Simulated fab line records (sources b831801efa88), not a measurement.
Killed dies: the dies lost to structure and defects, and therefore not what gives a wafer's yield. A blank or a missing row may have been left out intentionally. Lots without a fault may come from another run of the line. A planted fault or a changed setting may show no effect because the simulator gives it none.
2 desks looking at one fault / flow sky130 / numbers are kept per desk, each desk with only its own; the story behind them comes last

FOR THE TOOL OWNER'S DESK: pvdSputter-03
The tool's own readings at SKY_LOCAL_INTERCONNECT_SPUTTER_00 (material TiN, target thk 100 nm, time 83.3 s): means of the sampled wafers that have a number, for each lot that ran on this tool. A lot is out of limits, marked OUT, if its mean lies more than 4 standard deviations from the usual mean; the brackets give that distance.
Columns: A = cathodeDcPowerW at SKY_LOCAL_INTERCONNECT_SPUTTER_00, usual 6500.0 W; B = throttleValvePct at SKY_LOCAL_INTERCONNECT_SPUTTER_00, usual 30.2 %
lot=L291; first seen here=day 29 21:04; A=6499.8; B=30.1
lot=L310; first seen here=day 35 15:30; A=6588.1 (+73) OUT; B=30.1
This desk finds L310 out of limits, L310 being first, at day 35 15:30 (cathodeDcPowerW at SKY_LOCAL_INTERCONNECT_SPUTTER_00). Within limits: L291.

THE METROLOGY DESK
What the gauges read, lot by lot, whatever tool the lot ran on: means of the sampled wafers that have a number. A lot is out of limits, marked OUT, if its mean lies more than 4 standard deviations from the usual mean; the brackets give that distance.
Columns: A = LI_CONTACT_OVL at SKY_LI_CONTACT_OVL_MEAS_13, usual 0 nm; B = LI_CONTACT_W_RS at SKY_LI_CONTACT_RS_MEAS_22, usual 0.286 ohm/sq; C = LI_CONTACT_W_THK at SKY_LI_CONTACT_THK_MEAS_23, usual 389 nm; D = LOCAL_INTERCONNECT_TIN_RS at SKY_LOCAL_INTERCONNECT_RS_MEAS_01, usual 14.19 ohm/sq; E = LOCAL_INTERCONNECT_TIN_THK at SKY_LOCAL_INTERCONNECT_THK_MEAS_02, usual 99.9 nm; F = cdNm at SKY_LOCAL_INTERCONNECT_CD_MEAS_11, usual 169.1 nm; G = LOCAL_INTERCONNECT_OVL at SKY_LOCAL_INTERCONNECT_OVL_MEAS_12, usual -1 nm
lot=L291; first seen here=day 29 19:52; A=1; B=0.284; C=398; D=14.29; E=98.8; F=168.8; G=-2
lot=L301; first seen here=day 33 16:16; A=-3; B=0.282; C=394; D=14.13; E=99.8; F=169.4; G=9
lot=L308; first seen here=day 35 05:28; A=-0; B=0.288; C=386; D=14.21; E=100.1; F=169.5; G=-5
lot=L310; first seen here=day 35 14:16; A=-3; B=0.289; C=381; D=14.08; E=100.5; F=168.8; G=-8
lot=L314; first seen here=day 36 23:25; A=1; B=0.287; C=389; D=14.45; E=97.9; F=170.3; G=0
Finding of this desk: none of the 5 lots has anything out of limits.

TAKEN TOGETHER
The tool owner's desk could have raised an alarm at day 35 15:30, on L310.
Metrology desk: nothing out of limits seen.
The metrology desk holds a record of L310, inside its limits.
The lots listed all ran SKY_LOCAL_INTERCONNECT_SPUTTER_00 on pvdSputter-03.

WHAT THE SIMULATOR PUT IN
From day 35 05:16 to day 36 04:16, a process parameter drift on pvdSputter-03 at SKY_LOCAL_INTERCONNECT_SPUTTER_00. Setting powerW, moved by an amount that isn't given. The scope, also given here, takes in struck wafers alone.
Lots struck among those shown: L310.
Hours from the fault's start to each desk's first reading out of limits: the tool owner's desk, 10.
